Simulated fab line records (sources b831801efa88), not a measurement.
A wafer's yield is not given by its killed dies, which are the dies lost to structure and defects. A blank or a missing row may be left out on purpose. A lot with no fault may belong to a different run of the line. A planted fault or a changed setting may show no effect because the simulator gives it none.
Matching of chambers + flow gf180mcu + GF_V2_CMP_26 on cmp-01 has 4 sister chambers
The step polishes, stops on SiO2, t overpolish 15 s, target thk 0 nm. 4 wafers are shown with their chamber, then 9 later ones without.

== EACH WAFER AND ITS CHAMBER ==
| wafer  | chamber | motor_current_A (A) |
|--------|---------|---------------------|
| L824.5 | 0       | 10.9                |
| L833.1 | 3       | 11.0                |
| L833.4 | 2       | 9.9                 |
| L833.5 | 1       | 12.8                |

== WAFERS WITHOUT THEIR CHAMBER ==
| wafer  | motor_current_A (A) |
|--------|---------------------|
| L835.1 | 9.8                 |
| L835.3 | 10.7                |
| L835.5 | 10.6                |
| L836.1 | 13.3                |
| L836.2 | 10.9                |
| L836.6 | 13.0                |
| L837.1 | 10.9                |
| L837.3 | 9.4                 |
| L837.6 | 13.2                |

== CHAMBER TAKEN BY EACH ==
| wafer  | from the rows above          | in truth |
|--------|------------------------------|----------|
| L835.1 | 2                            | 2        |
| L835.3 | can't be placed: 0 or 3 or 2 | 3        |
| L835.5 | can't be placed: 0 or 3 or 2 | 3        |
| L836.1 | 1                            | 1        |
| L836.2 | can't be placed: 0 or 3      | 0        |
| L836.6 | 1                            | 1        |
| L837.1 | can't be placed: 0 or 3      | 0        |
| L837.3 | 2                            | 2        |
| L837.6 | 1                            | 1        |
Placed correctly: 5 of 9. From these rows, 4 cannot be placed; in 4 the true chamber is one of the candidates. 0 placed wrongly.
How it was worked out, from the rows above alone: a wafer's distance from a chamber is the root of the sum, over the readings, of the square of ((its reading less the chamber's mean) divided by the reading's scatter). If the next closest chamber is less than 2 further off than the closest, the wafer can't be placed; otherwise it belongs to the closest. A chamber's mean is the mean of its shown wafers. The scatter: root of mean squared gap, hidden wafer to nearest shown wafer, with one shown wafer a chamber.
